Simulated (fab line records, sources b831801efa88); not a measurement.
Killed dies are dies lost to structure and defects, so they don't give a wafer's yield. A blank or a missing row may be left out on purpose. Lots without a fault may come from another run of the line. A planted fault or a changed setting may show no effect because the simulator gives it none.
fab line records | flow sky130 | part 1 of 2: steps 1 to 27 of 38
record lots=5 wafers=15 last_day=49
route steps=708 shown LDD_LDN@303 SPACER@304 POLY_CUT@307 SD_P@320 RES_XHIGH@332
lots that met no fault: from a run of the same line without faults
start_h: hours from the record's first day to the start of the lot's first wafer shown | wait_h: hours since the lot's step before | " the same as in the row above | L1.1+2: a row that stands for several wafers | - no value, or no start given | * or withheld: withheld | < > ~ a bound
route shown NAME@n: a module of which the file shows steps, and the number in the route of the first | usual: mean/standard deviation of fault-free wafers | same: alike in all rows | chamber/n: place in a boat | sites: the reading at each site | _std_site: their standard deviation | _edge_site: outer sites' mean less inner sites' | radius_mm: how far each site lies from the wafer's centre | mask NAME#n: copy n | behind: the tool/chamber that last shaped the wafer | hold: why the lot was held/for how many hours/how that ended | device: the transistor (n, p or np) that didn't switch | end of line: the same wafers' tests at the end of the route | a step without rows: its recipe alone | killed: dies lost to structure and defects at the first sort, not the wafer's yield | map: a wafer's dies, x killed, . not, _ none there
set.NAME: the setting as run; set.NAME@STEP: as run at that earlier step | model.NAME: the simulator's own value behind a step, which no gauge read
lots at some steps of the route; a table a step, a row a wafer
services: from which hour (start_h, from the record's first day; less than 0 if before it) a tool's chamber was out of use, for how many hours, and why
## steps
# step SKY_LDD_LDN_CLEAN_14
# recipe chemistry=SC1/SC2 mix=1:4:20 temp_c=70 time_s=150 dry=n2_spin
# usual bath_guard_temp_C=69.7/0.46
# columns lot.wafer tool chamber start_h wait_h bath_guard_temp_C
L079.1 wet_bench-03 3 573.57 0.1 69.4
L079.2 " 3 " " 69.7
L079.6 " 3 " " 69.7
L084.4 wet_bench-01 2 614.98 0.0 69.2
L084.5 " 2 " " 69.3
L084.6 " 2 " " 69.1
L085.3 wet_bench-01 2 618.48 0.0 68.7
L085.4 " 2 " " 68.9
L085.5 " 2 " " 69.1
L091.4 wet_bench-04 3 668.87 0.0 70.2
L091.5 " 3 " " 70.4
L091.6 " 3 " " 70.0
L094.3 wet_bench-01 3 691.63 0.0 69.9
L094.4 " 3 " " 70.4
L094.6 " 3 " " 70.0
# step SKY_SPACER_CVD_00
# recipe material=Si3N4 precursor=DCS/NH3 target_thk_nm=43.1 temp_c=770 time_s=740 pressure_mtorr=250
# usual spike_tc_bottom_C=789/3 spike_tc_centre_C=771.4/0.99 zone_power_centre_pct=13.2/1.6 zone_power_top_pct=29.3/1.8
# columns lot.wafer tool chamber start_h wait_h spike_tc_bottom_C spike_tc_centre_C zone_power_centre_pct zone_power_top_pct
L079.1 lpcvd-02 0 573.62 0.0 793 769.5 15.2 32.0
L079.2 " 0 " " 793 771.0 15.4 31.5
L079.6 " 0 " " 794 770.5 15.2 31.7
L084.4 lpcvd-02 1 615.03 0.0 786 771.4 12.0 27.9
L084.5 " 1 " " 788 772.7 11.9 28.1
L084.6 " 1 " " 787 771.4 12.1 28.0
L085.3 lpcvd-02 1 620.61 2.1 786 772.6 12.2 27.8
L085.4 " 1 " " 786 771.9 11.9 27.9
L085.5 " 1 " " 787 771.3 12.0 28.0
L091.4 lpcvd-02 1 668.92 0.0 786 771.4 12.2 27.6
L091.5 " 1 " " 787 772.0 12.3 27.9
L091.6 " 1 " " 785 773.2 12.2 27.6
L094.3 lpcvd-02 1 692.78 1.1 788 771.8 12.0 27.9
L094.4 " 1 " " 785 771.3 11.9 28.4
L094.6 " 1 " " 787 772.0 11.9 28.4
# step SKY_SPACER_THK_MEAS_01
# recipe reads=Si3N4_of_SPACER_CVD_00
# usual SPACER_CVD_00_THK=43.0/0.36
# columns lot.wafer tool chamber start_h wait_h SPACER_CVD_00_THK[nm]
L079.1 film_metro-03 - 574.83 0.0 42.9
L079.2 " - " " 43.0
L079.6 " - " " 43.1
L084.4 film_metro-03 - 616.87 0.0 42.9
L084.5 " - " " 42.9
L084.6 " - " " 42.9
L085.3 film_metro-02 - 621.83 0.0 43.1
L085.4 " - " " 42.9
L085.5 " - " " 43.0
L091.4 film_metro-03 - 670.16 0.0 42.4
L091.5 " - " " 42.9
L091.6 " - " " 42.8
L094.3 film_metro-04 - 694.61 0.0 43.6
L094.4 " - " " 43.6
L094.6 " - " " 43.8
# step SKY_SPACER_ETCHBACK_02
# recipe chemistry=CH3F/O2 target=Si3N4 stop_on=SiO2 source_w=400 bias_w=80 pressure_mtorr=25 ch3f_flow_sccm=40 O2_flow_sccm=30 time_s=46.7 target_depth_a=450
# usual drypump_motor_current_A=5.7/0.48 oes_product_au=0.853/0.0061 throttle_valve_pct=10.562/0.009
# columns lot.wafer tool chamber start_h wait_h drypump_motor_current_A oes_product_au rf_hours_counter_h throttle_valve_pct
L079.1 rie_diel-01 3 574.89 0.1 5.0 0.843 1 10.558
L079.2 " 1 " " 5.2 0.860 15 10.566
L079.6 " 2 " " 5.8 0.859 - 10.557
L084.4 rie_diel-02 1 616.90 0.0 5.4 0.854 8 10.579
L084.5 " 1 " " 5.4 0.855 - 10.561
L084.6 " 0 " " 6.5 0.853 - 10.549
L085.3 rie_diel-02 2 621.87 0.0 5.8 0.857 9 10.580
L085.4 " 0 " " 6.5 0.857 24 10.574
L085.5 " 2 " " 5.8 0.847 - 10.550
L091.4 rie_diel-01 0 670.19 0.0 4.9 0.847 10 10.566
L091.5 " 2 " " 5.8 0.855 - 10.553
L091.6 " 1 " " 5.2 0.851 - 10.562
L094.3 rie_diel-02 0 694.65 0.0 6.5 0.861 26 10.558
L094.4 " 1 " " 5.4 0.863 10 10.575
L094.6 " 1 " " 5.4 0.856 - 10.558
# step SKY_POLY_CUT_DEHYDRATE_00
# recipe temp_c=200 time_s=60
# usual plate_temp_C=200.00/0.16
# columns lot.wafer tool chamber start_h wait_h plate_temp_C
L079.1 litho_track-01 0 588.04 13.1 200.27
L079.2 " 0 " " 200.33
L079.6 " 0 " " 200.20
L084.4 litho_track-01 0 631.16 14.2 200.07
L084.5 " 0 " " 199.95
L084.6 " 0 " " 199.98
L085.3 litho_track-01 0 635.54 13.6 200.00
L085.4 " 0 " " 200.03
L085.5 " 0 " " 199.80
L091.4 litho_track-01 0 683.91 13.7 200.10
L091.5 " 0 " " 199.95
L091.6 " 0 " " 200.17
L094.3 litho_track-01 0 707.74 13.1 199.91
L094.4 " 0 " " 200.21
L094.6 " 0 " " 199.77
# step SKY_POLY_CUT_HMDS_01
# recipe prime_time_s=60 prime_temp_c=120
# columns lot.wafer tool chamber start_h wait_h
L079.1+2+6 litho_track-01 0 588.19 0.1
L084.4+5+6 litho_track-01 0 631.31 0.1
L085.3+4+5 litho_track-01 0 635.69 0.1
L091.4+5+6 litho_track-01 0 684.06 0.1
L094.3+4+6 litho_track-01 0 707.89 0.1
# step SKY_POLY_CUT_COAT_02
# recipe resist=BARC temp_c=withheld time_s=withheld spin_rpm=3000 resist_thk_nm=60
# columns lot.wafer tool chamber start_h wait_h
L079.1+2+6 litho_track-01 0 588.34 0.1
L084.4+5+6 litho_track-01 0 631.46 0.1
L085.3+4+5 litho_track-01 0 635.84 0.1
L091.4+5+6 litho_track-01 0 684.21 0.1
L094.3+4+6 litho_track-01 0 708.04 0.1
# step SKY_POLY_CUT_COAT_03
# recipe resist=KrF-thick spin_rpm=3000 resist_thk_nm=450
# columns lot.wafer tool chamber start_h wait_h
L079.1+2+6 litho_track-01 0 - -
L084.4+5+6 litho_track-01 0 - -
L085.3+4+5 litho_track-01 0 - -
L091.4+5+6 litho_track-01 0 - -
L094.3+4+6 litho_track-01 0 - -
# step SKY_POLY_CUT_SOFTBAKE_04
# recipe temp_c=100 time_s=90 resist=KrF-thick
# usual plate_temp_C=99.98/0.14
# columns lot.wafer tool chamber start_h wait_h plate_temp_C
L079.1 litho_track-01 0 - - 100.05
L079.2 " 0 " " 99.83
L079.6 " 0 " " 99.90
L084.4 litho_track-01 0 - - 99.94
L084.5 " 0 " " 99.69
L084.6 " 0 " " 99.83
L085.3 litho_track-01 0 - - 100.13
L085.4 " 0 " " 99.83
L085.5 " 0 " " 99.81
L091.4 litho_track-01 0 - - 100.00
L091.5 " 0 " " 99.85
L091.6 " 0 " " 99.89
L094.3 litho_track-01 0 - - 99.89
L094.4 " 0 " " 99.97
L094.6 " 0 " " 99.94
# step SKY_POLY_CUT_EXPOSE_05
# recipe mask_id=NPCM na=0.8 source_shape=annular sigma_inner=0.55 sigma_outer=0.85 target_cd_nm=270 dose_mj=32
# same sigma_outer=0.85
# columns lot.wafer tool chamber start_h wait_h mask
L079.1+2+6 krf_scanner-02 0 - - NPCM#0
L084.4+5+6 krf_scanner-02 0 - - NPCM#0
L085.3+4+5 krf_scanner-01 0 - - NPCM#0
L091.4+5+6 krf_scanner-01 0 - - NPCM#0
L094.3+4+6 krf_scanner-01 0 - - NPCM#0
# step SKY_POLY_CUT_PEB_06
# recipe peb_temp_c=withheld peb_time_s=withheld resist=KrF-thick
# columns lot.wafer tool chamber start_h wait_h
L079.1+2+6 litho_track-01 0 - -
L084.4+5+6 litho_track-03 0 - -
L085.3+4+5 litho_track-04 0 - -
L091.4+5+6 litho_track-01 0 - -
L094.3+4+6 litho_track-01 0 - -
# step SKY_POLY_CUT_DEVELOP_07
# recipe develop_time_s=60 resist=KrF-thick dev_temp_c=21
# usual developer_temp_C=20.98/0.13
# columns lot.wafer tool chamber start_h wait_h developer_temp_C
L079.1 litho_track-01 0 - - 20.91
L079.2 " 0 " " 20.85
L079.6 " 0 " " 20.76
L084.4 litho_track-03 0 - - 20.99
L084.5 " 0 " " 20.86
L084.6 " 0 " " 20.91
L085.3 litho_track-04 0 - - 21.05
L085.4 " 0 " " 21.17
L085.5 " 0 " " 20.96
L091.4 litho_track-01 0 - - 20.95
L091.5 " 0 " " 20.70
L091.6 " 0 " " 20.80
L094.3 litho_track-01 0 - - 20.80
L094.4 " 0 " " 20.87
L094.6 " 0 " " 20.94
# step SKY_POLY_CUT_CD_MEAS_08
# recipe target_cd_nm=270
# usual cd_nm=270.4/1.5
# columns lot.wafer tool chamber start_h wait_h cd_nm
L079.1 cd_sem-01 - 604.04 - 270.2
L079.2 " - " " 269.9
L079.6 " - " " 269.7
L084.4 cd_sem-02 - 646.23 - 269.8
L084.5 " - " " 271.8
L084.6 " - " " 270.3
L085.3 cd_sem-02 - 650.68 - 270.4
L085.4 " - " " 269.1
L085.5 " - " " 270.1
L091.4 cd_sem-01 - 698.15 - 267.9
L091.5 " - " " 267.0
L091.6 " - " " 268.3
L094.3 cd_sem-02 - 722.18 - 271.9
L094.4 " - " " 271.0
L094.6 " - " " 270.4
# step SKY_POLY_CUT_OVL_MEAS_09
# usual POLY_CUT_OVL=3/5
# columns lot.wafer tool chamber start_h wait_h POLY_CUT_OVL[nm]
L079.1 overlay-02 - 604.16 0.1 2
L079.2 " - " " 1
L079.6 " - " " 0
L084.4 overlay-02 - 646.31 0.1 -1
L084.5 " - " " -4
L084.6 " - " " 1
L085.3 overlay-01 - 650.77 0.1 6
L085.4 " - " " 8
L085.5 " - " " 2
L091.4 overlay-02 - 698.23 0.1 8
L091.5 " - " " 10
L091.6 " - " " 9
L094.3 overlay-02 - 722.27 0.1 2
L094.4 " - " " -5
L094.6 " - " " 2
# step SKY_POLY_CUT_ETCH_10
# recipe chemistry=N2/H2 target=BARC ion_energy_ev=200 source_w=500 bias_w=100 pressure_mtorr=30 n2_flow_sccm=100 h2_flow_sccm=200 stop_on=SiO2 time_s=45.9 target_depth_a=600
# usual drypump_motor_current_A=5.9/0.36 oes_product_au=0.855/0.0051 throttle_valve_pct=13.224/0.0099
# columns lot.wafer tool chamber start_h wait_h drypump_motor_current_A oes_product_au rf_hours_counter_h throttle_valve_pct
L079.1 rie_diel-04 2 604.19 0.0 5.6 0.855 1 13.245
L079.2 " 1 " " 5.9 0.852 17 13.226
L079.6 " 1 " " 5.9 0.848 - 13.249
L084.4 rie_diel-02 2 646.33 0.0 5.8 0.847 9 13.248
L084.5 " 0 " " 6.5 0.858 - 13.221
L084.6 " 1 " " 5.4 0.858 - 13.212
L085.3 rie_diel-04 2 650.79 0.0 5.6 0.847 3 13.205
L085.4 " 3 " " 5.1 0.849 37 13.235
L085.5 " 0 " " 5.9 0.862 - 13.233
L091.4 rie_diel-03 3 698.24 0.0 6.1 0.856 12 13.223
L091.5 " 0 " " 6.3 0.852 - 13.232
L091.6 " 3 " " 6.1 0.857 - 13.220
L094.3 rie_diel-03 1 722.29 0.0 6.0 0.857 10 13.226
L094.4 " 0 " " 6.2 0.846 - 13.233
L094.6 " 1 " " 6.0 0.853 - 13.222
# step SKY_POLY_CUT_ETCH_11
# recipe target=Si3N4 chemistry=CF4/CH2F2/Ar stop_on=poly-Si source_w=600 bias_w=150 pressure_mtorr=40 cf4_flow_sccm=40 ch2f2_flow_sccm=20 Ar_flow_sccm=150 time_s=42.5 target_depth_a=600
# usual drypump_motor_current_A=5.9/0.36 oes_product_au=0.826/0.0066 throttle_valve_pct=14.994/0.0094
# columns lot.wafer tool chamber start_h wait_h drypump_motor_current_A oes_product_au rf_hours_counter_h throttle_valve_pct
L079.1 rie_diel-04 2 604.24 0.0 5.6 0.830 1 14.992
L079.2 " 1 " " 5.9 0.829 17 15.004
L079.6 " 1 " " 5.9 0.837 - 15.019
L084.4 rie_diel-02 2 646.37 0.0 5.8 0.818 9 14.994
L084.5 " 0 " " 6.5 0.829 - 15.004
L084.6 " 1 " " 5.4 0.822 - 14.998
L085.3 rie_diel-04 2 650.84 0.0 5.6 0.827 3 14.982
L085.4 " 3 " " 5.0 0.832 37 14.986
L085.5 " 0 " " 5.9 0.828 - 14.990
L091.4 rie_diel-03 3 698.29 0.0 6.1 0.823 12 14.979
L091.5 " 0 " " 6.3 0.827 - 14.996
L091.6 " 3 " " 6.1 0.832 - 14.998
L094.3 rie_diel-03 1 722.34 0.0 6.0 0.816 10 15.002
L094.4 " 0 " " 6.2 0.829 - 14.993
L094.6 " 1 " " 6.0 0.822 - 15.005
# step SKY_POLY_CUT_STRIP_12
# recipe chemistry=O2/N2 power_w=1400 pressure_mtorr=1500 platen_temp_c=withheld o2_flow_sccm=3000 n2_flow_sccm=300 overash_fraction=0.5
# usual drypump_motor_current_A=5.86/0.24 o2_flow_sccm=2998/7.9 oes_product_au=0.452/0.0042 strip_time_to_endpoint_s=5.360/0.019
# columns lot.wafer tool chamber start_h wait_h drypump_motor_current_A o2_flow_sccm oes_product_au rf_hours_counter_h strip_time_to_endpoint_s
L079.1 plasma_asher-01 1 604.28 0.0 5.99 2998 0.445 17 5.362
L079.2 " 0 " " 5.42 3000 0.448 17 5.349
L079.6 " 0 " " 5.44 2998 0.456 - 5.349
L084.4 plasma_asher-04 1 646.44 0.1 5.85 2992 0.449 - 5.335
L084.5 " 1 " " 5.85 3009 0.452 - 5.339
L084.6 " 0 " " 5.70 3004 0.454 - 5.345
L085.3 plasma_asher-04 1 650.91 0.1 5.83 2999 0.452 - 5.341
L085.4 " 0 " " 5.73 3002 0.448 - 5.336
L085.5 " 1 " " 5.86 3007 0.450 - 5.358
L091.4 plasma_asher-03 1 698.36 0.1 6.22 3003 0.456 - 5.342
L091.5 " 1 " " 6.19 2991 0.444 - 5.356
L091.6 " 0 " " 5.98 3007 0.444 - 5.368
L094.3 plasma_asher-01 1 722.41 0.1 6.01 2991 0.451 - 5.326
L094.4 " 0 " " 5.43 3003 0.452 - 5.326
L094.6 " 1 " " 6.00 3002 0.456 - 5.337
# step SKY_SD_P_DEHYDRATE_00
# recipe temp_c=200 time_s=60
# usual plate_temp_C=199.98/0.17
# columns lot.wafer tool chamber start_h wait_h plate_temp_C
L079.1 litho_track-02 0 617.47 13.2 199.93
L079.2 " 0 " " 200.20
L079.6 " 0 " " 200.10
L084.4 litho_track-02 0 661.00 14.5 200.06
L084.5 " 0 " " 199.87
L084.6 " 0 " " 200.19
L085.3 litho_track-02 0 664.32 13.4 199.99
L085.4 " 0 " " 200.09
L085.5 " 0 " " 200.25
L091.4 litho_track-01 0 711.51 13.1 200.19
L091.5 " 0 " " 200.00
L091.6 " 0 " " 200.08
L094.3 litho_track-01 0 736.14 13.7 200.04
L094.4 " 0 " " 199.74
L094.6 " 0 " " 199.87
# step SKY_SD_P_HMDS_01
# recipe prime_time_s=60 prime_temp_c=120
# columns lot.wafer tool chamber start_h wait_h
L079.1+2+6 litho_track-02 0 617.62 0.1
L084.4+5+6 litho_track-02 0 661.15 0.1
L085.3+4+5 litho_track-02 0 664.47 0.1
L091.4+5+6 litho_track-01 0 711.66 0.1
L094.3+4+6 litho_track-01 0 736.29 0.1
# step SKY_SD_P_COAT_02
# recipe resist=NOVOLAK spin_rpm=3000 resist_thk_nm=1140
# columns lot.wafer tool chamber start_h wait_h
L079.1+2+6 litho_track-02 0 617.77 0.1
L084.4+5+6 litho_track-02 0 661.30 0.1
L085.3+4+5 litho_track-02 0 664.62 0.1
L091.4+5+6 litho_track-01 0 711.81 0.1
L094.3+4+6 litho_track-01 0 736.44 0.1
# step SKY_SD_P_SOFTBAKE_03
# recipe temp_c=90 time_s=60 resist=NOVOLAK
# usual plate_temp_C=90.03/0.12
# columns lot.wafer tool chamber start_h wait_h plate_temp_C
L079.1 litho_track-02 0 617.92 0.1 90.21
L079.2 " 0 " " 89.95
L079.6 " 0 " " 90.03
L084.4 litho_track-02 0 661.45 0.1 90.13
L084.5 " 0 " " 89.97
L084.6 " 0 " " 90.06
L085.3 litho_track-02 0 664.77 0.1 90.12
L085.4 " 0 " " 90.02
L085.5 " 0 " " 89.99
L091.4 litho_track-01 0 711.96 0.1 89.98
L091.5 " 0 " " 89.91
L091.6 " 0 " " 89.95
L094.3 litho_track-01 0 736.59 0.1 89.96
L094.4 " 0 " " 90.03
L094.6 " 0 " " 89.94
# step SKY_SD_P_EXPOSE_04
# recipe mask_id=PSDM na=0.6 source_shape=conventional sigma_outer=0.6 polarization=unpolarized target_cd_nm=380 dose_mj=138
# same sigma_outer=0.6
# columns lot.wafer tool chamber start_h wait_h mask
L079.1+2+6 iline_stepper-02 0 - - PSDM#0
L084.4+5+6 iline_stepper-02 0 - - PSDM#0
L085.3+4+5 iline_stepper-02 0 - - PSDM#0
L091.4+5+6 iline_stepper-02 0 - - PSDM#0
L094.3+4+6 iline_stepper-02 0 - - PSDM#0
# step SKY_SD_P_PEB_05
# recipe temp_c=withheld time_s=* resist=NOVOLAK
# columns lot.wafer tool chamber start_h wait_h
L079.1+2+6 litho_track-03 0 - -
L084.4+5+6 litho_track-02 0 - -
L085.3+4+5 litho_track-01 0 - -
L091.4+5+6 litho_track-01 0 - -
L094.3+4+6 litho_track-01 0 - -
# step SKY_SD_P_DEVELOP_06
# recipe resist=NOVOLAK developer=TMAH develop_time_s=60 dev_temp_c=23
# usual developer_temp_C=23.01/0.093
# columns lot.wafer tool chamber start_h wait_h developer_temp_C
L079.1 litho_track-03 0 632.62 0.1 23.00
L079.2 " 0 " " 23.12
L079.6 " 0 " " 22.96
L084.4 litho_track-02 0 674.45 0.1 23.03
L084.5 " 0 " " 23.12
L084.6 " 0 " " 23.00
L085.3 litho_track-01 0 678.54 0.1 22.95
L085.4 " 0 " " 22.83
L085.5 " 0 " " 22.94
L091.4 litho_track-01 0 725.86 0.1 22.91
L091.5 " 0 " " 23.00
L091.6 " 0 " " 22.90
L094.3 litho_track-01 0 749.59 0.1 22.88
L094.4 " 0 " " 23.12
L094.6 " 0 " " 22.94
# step SKY_SD_P_CD_MEAS_07
# recipe target_cd_nm=380
# usual cd_nm=381.0/2.1
# columns lot.wafer tool chamber start_h wait_h cd_nm
L079.1 cd_sem-02 - 632.77 0.1 379.6
L079.2 " - " " 380.8
L079.6 " - " " 381.9
L084.4 cd_sem-02 - 674.58 0.1 380.0
L084.5 " - " " 381.1
L084.6 " - " " 382.3
L085.3 cd_sem-02 - 678.68 0.1 374.7
L085.4 " - " " 377.1
L085.5 " - " " 376.6
L091.4 cd_sem-01 - 726.00 0.1 379.1
L091.5 " - " " 379.9
L091.6 " - " " 378.2
L094.3 cd_sem-02 - 749.73 0.1 378.3
L094.4 " - " " 379.1
L094.6 " - " " 381.5
# step SKY_SD_P_OVL_MEAS_08
# usual SD_P_OVL=-0.3/1.5
# columns lot.wafer tool chamber start_h wait_h SD_P_OVL[nm]
L079.1 overlay-02 - 632.89 0.1 -0.6
L079.2 " - " " -3.3
L079.6 " - " " -0.6
L084.4 overlay-01 - 674.66 0.1 0.5
L084.5 " - " " 1.3
L084.6 " - " " -0.6
L085.3 overlay-02 - 678.77 0.1 -2.5
L085.4 " - " " -1.1
L085.5 " - " " -2.0
L091.4 overlay-02 - 726.08 0.1 -2.4
L091.5 " - " " -2.9
L091.6 " - " " -1.7
L094.3 overlay-02 - 749.82 0.1 0.4
L094.4 " - " " 1.2
L094.6 " - " " 0.7
# step SKY_SD_P_IMPLANT_09
# recipe species=BF2 energy_kev=20 dose_cm2=3e+15 tilt_deg=0
# same implant_ion_amu=49
# columns lot.wafer tool chamber start_h wait_h
L079.1+2+6 implanter-04 0 632.93 0.0
L084.4+5+6 implanter-03 0 674.75 0.1
L085.3+4+5 implanter-01 0 678.84 0.1
L091.4+5+6 implanter-04 0 726.17 0.1
L094.3+4+6 implanter-01 0 749.89 0.1
